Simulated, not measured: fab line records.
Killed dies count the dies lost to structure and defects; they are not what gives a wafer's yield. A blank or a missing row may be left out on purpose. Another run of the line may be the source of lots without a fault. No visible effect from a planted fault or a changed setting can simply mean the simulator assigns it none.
Struck lot and sound lot, side by side	flow sky130	17 out of 708 route steps
Sound: wafers L478.3, L478.4, L478.5. Struck: wafers L490.2, L490.6. (L490.5 of the same lot was not struck and is left out.) The cause comes at the end.
Order at every step that has rows: each side's tool, ch and its chambers, its first start. Under that, the readings that differ: sound wafers	struck wafers	difference of the means	sigmas: that difference in standard deviations of wafers without a fault.
alike: readings whose means differ by less than 2 such deviations, and words and numbers that are the same on both sides. not compared: withheld readings, readings that some wafer has no value for, bounds like >300 that may hide the same value, and numbers for which the record gives no deviation and whose values overlap.
A row with sigmas, a row that says differs or no value, or rows on one side alone: a step with any of these is where the two part. Non-overlapping numbers with no deviation appear without sigmas and do not part them. A reading that every wafer of one side lacks parts them only if that side has two wafers or more.

first, 2 steps without rows for these wafers: SKY_LOCAL_INTERCONNECT_PEB_09; SKY_LOCAL_INTERCONNECT_DEVELOP_10 (develop time 60 s).
SKY_LOCAL_INTERCONNECT_CD_MEAS_11: the cd target is 170 nm.
  sound on cd_sem-01, day 30 17:11; struck on cd_sem-02, day 34 21:14
  alike: cd_nm
SKY_LOCAL_INTERCONNECT_OVL_MEAS_12:
  sound on overlay-02, day 30 17:16; struck on overlay-01, day 34 21:21
  alike: LOCAL_INTERCONNECT_OVL
SKY_LOCAL_INTERCONNECT_ETCH_13: etches BARC in N2/H2, stops on SiO2, time 45.9 s, target depth 60 nm.
  sound on rie_metal-04 ch 0,1, day 30 17:19; struck on rie_metal-04 ch 0,1, day 34 21:23
  alike: drypump_motor_current_A, he_backside_leak_sccm, oes_product_au, rf_fwd_power_W, throttle_valve_pct
  not compared: rf_hours_counter_h
SKY_LOCAL_INTERCONNECT_METAL_ETCH_14: etches TiN in Cl2/BCl3, stops on PSG, target depth 110 nm, time 31.4 s.
  sound on rie_metal-04 ch 0,1, day 30 17:22; struck on rie_metal-04 ch 0,1, day 34 21:26
  alike: drypump_motor_current_A, he_backside_leak_sccm, oes_product_au, rf_fwd_power_W, throttle_valve_pct
  not compared: rf_hours_counter_h
SKY_LOCAL_INTERCONNECT_STRIP_15: strips in O2/N2.
  sound on plasma_asher-03 ch 0,1, day 30 17:26; struck on plasma_asher-03 ch 0,1, day 34 21:29
  alike: drypump_motor_current_A, oes_product_au, strip_time_to_endpoint_s
  not compared: rf_hours_counter_h
then, 3 steps without rows for these wafers: SKY_LOCAL_INTERCONNECT_STRIP_16 (strips in post etch residue remover, time 1200 s); SKY_LOCAL_INTERCONNECT_CLEAN_17 (cleans in IPA, time 180 s); SKY_LOCAL_INTERCONNECT_CLEAN_18 (cleans in O3/DIW).
SKY_CONTACT_CVD_00: deposits Si3N4, target thk 75 nm.
  sound on pecvd-03 ch 0,1,2, day 30 18:00; struck on pecvd-02 ch 1, day 34 22:05
  alike: heater_power_outer_w, heater_power_w, rf_fwd_power_W
SKY_CONTACT_THK_MEAS_01:
  sound on film_metro-02, day 30 18:03; struck on film_metro-01, day 34 22:08
  alike: CONTACT_CVD_00_THK
SKY_CONTACT_HDPCVD_02: deposits SiO2, target thk 565 nm, time 94.2 s.
  sound on hdpcvd-01 ch 0,1, day 30 18:05; struck on hdpcvd-01 ch 2, day 34 22:11
reading	sound	struck	difference	sigmas
model.SiO2_of_CONTACT_HDPCVD_02.thk_nm (nm)	563.6 553.2 557.5	374.9 375.5	-182.9	
  alike: pressure_mtorr
SKY_CONTACT_THK_MEAS_03:
  sound on film_metro-03, day 30 18:11; struck on film_metro-01, day 34 22:29
reading	sound	struck	difference	sigmas
CONTACT_HDPCVD_THK (nm)	563 553 558	375 376	-182	-23
  not compared: hold
SKY_CONTACT_CMP_04: polishes SiO2.
  sound on cmp-01 ch 1,3, day 30 18:13; struck on cmp-02 ch 2,3, day 35 05:31
reading	sound	struck	difference	sigmas
hold	- - -	await_dispo/6.3h/release await_dispo/6.3h/release	no value on the sound wafers	
time_to_endpoint_s (s)	69 75 75	12 14	-60	-13
  alike: motor_current_A, slurry_flow_ml_min
SKY_CONTACT_BOW_MEAS_05:
  sound on film_metro-02, day 30 18:34; struck on film_metro-01, day 35 05:44
  alike: CONTACT_BOW
-- the record jumps here: 14 days lie between the struck wafers' starts before and after (it left off in module CONTACT and takes up again in module PAD_OPEN, whose first step shown is number 708 of the route) --
SKY_PAD_OPEN_PROBE_99:
  sound on prober-01, day 46 00:15; struck on prober-01, day 49 01:47
reading	sound	struck	difference	sigmas
model.etest.met1_comb.leak_log10_a_um	-12.2 -11.93 -12.1	-8.851 -8.887	+3.208	

## WHERE THEY PART
Last at SKY_CONTACT_CMP_04 as far as this record goes, first at SKY_CONTACT_THK_MEAS_03. Later steps at which nothing parts them and some readings are alike: SKY_CONTACT_BOW_MEAS_05.

WHY: what had been put in by the simulator
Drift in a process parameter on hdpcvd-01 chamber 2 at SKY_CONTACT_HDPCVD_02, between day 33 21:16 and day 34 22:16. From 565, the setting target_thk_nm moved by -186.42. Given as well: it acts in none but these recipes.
